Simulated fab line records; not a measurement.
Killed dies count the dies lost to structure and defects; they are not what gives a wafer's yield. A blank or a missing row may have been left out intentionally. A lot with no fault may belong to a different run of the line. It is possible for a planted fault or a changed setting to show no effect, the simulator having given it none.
Comparing a struck lot with a sound one / flow sky130 / 15 out of 708 route steps
Sound: wafers L484.1, L484.4, L484.6. The struck wafers were L490.1, L490.2, L490.4. The cause is given at the end.
At each step with rows: each side's tool, then ch and its chambers, then its first start. Under that, the readings that differ: sound wafers / struck wafers / difference of the means / sigmas: that difference in standard deviations of wafers without a fault.
alike: same words and numbers on both sides, and readings whose means sit less than 2 such deviations apart. not compared: any withheld reading, any reading some wafer has no value for, any bound like >300 that may hide the same value, and any number with overlapping values for which the record gives no deviation.
The two part at a step that has a row with sigmas, a row that says differs or no value, or rows on one side only. Non-overlapping numbers with no deviation appear without sigmas and do not part them. Lack of a reading on every wafer of one side parts them only where that side has two or more wafers.

SKY_VT_ADJUST_PCH_TW_MEAS_10:
  sound on film metro-02, day 12 03:51; struck on film metro-03, day 14 01:09
  alike: VT_ADJUST_PCH_TW
then, 7 steps without rows for these wafers: SKY_SONOS_TUNNEL_DEHYDRATE_00 (time 60 s); SKY_SONOS_TUNNEL_HMDS_01 (prime time 60 s); SKY_SONOS_TUNNEL_COAT_02 (resist thk 1140 nm); SKY_SONOS_TUNNEL_SOFTBAKE_03 (time 60 s); SKY_SONOS_TUNNEL_EXPOSE_04 (exposes mask TUNM, target cd 410 nm); SKY_SONOS_TUNNEL_PEB_05; SKY_SONOS_TUNNEL_DEVELOP_06 (develop time 60 s).
SKY_SONOS_TUNNEL_CD_MEAS_07 targets a cd of 410 nm.
  sound on cd sem-02, day 13 04:31; struck on cd sem-01, day 15 03:28
  alike: cd nm
SKY_SONOS_TUNNEL_OVL_MEAS_08:
  sound on overlay-02, day 13 04:38; struck on overlay-01, day 15 03:35
  alike: SONOS_TUNNEL_OVL
then, 2 steps without rows for these wafers: SKY_SONOS_TUNNEL_IMPLANT_09; SKY_SONOS_TUNNEL_WET_ETCH_10 (etches SiO2 in dHF, target depth 14 nm, time 280 s).
SKY_SONOS_TUNNEL_STRIP_11: strips in SPM, time 600 s.
  sound on wet bench-02 ch 1, day 13 04:54; struck on wet bench-02 ch 2, day 15 03:52
  no value came back on the struck wafers for bath guard temp C (C), bath heat duty pct (%); on the sound wafers bath guard temp C (C) reads 129.8 129.4 129.5
reading=model.NOVOLAK_of_SONOS_TUNNEL_COAT_02.thk nm (nm); sound=0 0 0; struck=1139 1136 1138; difference=+1138; sigmas=
SKY_SONOS_TUNNEL_TW_MEAS_12:
  sound on film metro-04, day 13 05:05; struck on film metro-01, day 15 04:02
reading=SONOS_TUNNEL_TW; sound=194.8 194.4 194.4; struck=199.9 199.7 198.2; difference=+4.7; sigmas=+3
-- here the record skips 34 days between the struck wafers' starts before and after, leaving off in module SONOS_TUNNEL and picking up in module PAD_OPEN (first step shown: number 708 of the route) --
SKY_PAD_OPEN_PROBE_99:
  sound on prober-01, day 47 08:11; struck on prober-01, day 48 16:34
reading=killed at front end; sound=14 15 14; struck=433 429 415; difference=+411; sigmas=+99 or more
reading=killed dies; sound=72 97 80; struck=492 492 492; difference=+409; sigmas=+44
reading=killed on rim; sound=19 14 17; struck=96 96 96; difference=+79; sigmas=+23
  alike: killed_at_M0_to_M3, killed_at_M4_up, killed at contacts, killed at other, killed open, killed short

== WHERE THEY PART ==
Earliest at SKY_SONOS_TUNNEL_STRIP_11; latest, in this record, at SKY_PAD_OPEN_PROBE_99.

WHY: what had been put in by the simulator
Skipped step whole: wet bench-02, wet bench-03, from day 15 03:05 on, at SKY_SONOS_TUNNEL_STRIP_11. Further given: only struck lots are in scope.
